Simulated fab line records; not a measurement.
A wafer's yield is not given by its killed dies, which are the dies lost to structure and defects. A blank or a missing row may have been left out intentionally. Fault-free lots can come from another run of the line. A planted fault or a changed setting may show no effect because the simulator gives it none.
A struck lot beside a sound one / flow sky130 / 16 steps out of a route of 708
Sound: the wafers L342.3, L342.4, L342.6. Wafers L348.1, L348.2, L348.3 were the ones struck. The cause comes at the end.
Each step with rows lists, per side, the tool, then ch with its chambers, then its first start. Under that, the readings that differ: sound wafers / struck wafers / difference of the means / sigmas: that difference in standard deviations of wafers without a fault.
alike: readings whose means differ by less than 2 such deviations, and words and numbers that are the same on both sides. not compared: withheld readings, readings that some wafer has no value for, bounds like >300 that may hide the same value, and numbers for which the record gives no deviation and whose values overlap.
Wherever a step has rows on one side only, a row that says differs or no value, or a row with sigmas, the two part there. Numbers that have no deviation but don't overlap get no sigmas and don't part them. A reading that every wafer of one side lacks parts them only if that side has two wafers or more.

first, 5 steps without rows for these wafers: SKY_FIELD_ISO_WET_ETCH_28 (etches SiO2 in dHF, target depth 23.7 nm, time 47 s); SKY_FIELD_ISO_WET_ETCH_29 (etches Si3N4 in H3PO4, target depth 160 nm, time 1825 s); SKY_FIELD_ISO_WET_ETCH_30 (etches SiO2 in dHF, target depth 25 nm, time 50 s); SKY_NWELL_CLEAN_00 (cleans in SC1/SC2, time 150 s); SKY_NWELL_OXIDATION_01 (stabilise 600 s, purge 300 s, target thk 10 nm).
SKY_NWELL_THK_MEAS_02:
  struck on film metro-01, day 5 01:28; sound on film metro-03, day 3 21:38
reading=NWELL_OXIDATION_THK (nm); sound=10.06 10.21 10.21; struck=9.80 9.89 9.69; difference=-0.37; sigmas=-2
then, 6 steps without rows for these wafers: SKY_DNWELL_DEHYDRATE_00 (time 60 s); SKY_DNWELL_HMDS_01 (prime time 60 s); SKY_DNWELL_COAT_02 (resist thk 3000 nm); SKY_DNWELL_SOFTBAKE_03; SKY_DNWELL_EXPOSE_04 (exposes mask DNM, target cd 3000 nm); SKY_DNWELL_PEB_05.
SKY_DNWELL_DEVELOP_06: develop time 60 s.
  sound on litho track-04 ch 0, day 4 14:00; struck on litho track-03, day 5 19:00
  no value came back on the struck wafers for chill plate temp C (C), develop time s (s); on the sound wafers chill plate temp C (C) reads 23.06 23.05 22.91
then, 1 step without rows for these wafers: SKY_DNWELL_IMPLANT_07.
SKY_DNWELL_STRIP_08: strips in O2/N2.
  sound on plasma asher-01 ch 0,1, day 4 14:53; struck on plasma asher-02 ch 0,1, day 5 19:52
  alike: chamber pressure mTorr, drypump motor current A, oes product au, strip time to endpoint s
  not compared: rf hours counter h
SKY_DNWELL_TW_MEAS_09:
  struck on film metro-03, day 5 20:11; sound on film metro-03, day 4 14:59
reading=DNWELL_TW; sound=1114 1121 1114; struck=30 30 30; difference=-1086; sigmas=-99 or more
  not compared: hold

WHERE THEY PART
At SKY_NWELL_THK_MEAS_02 first; at SKY_DNWELL_TW_MEAS_09 last (within this record only).

WHY: the cause the simulator had injected
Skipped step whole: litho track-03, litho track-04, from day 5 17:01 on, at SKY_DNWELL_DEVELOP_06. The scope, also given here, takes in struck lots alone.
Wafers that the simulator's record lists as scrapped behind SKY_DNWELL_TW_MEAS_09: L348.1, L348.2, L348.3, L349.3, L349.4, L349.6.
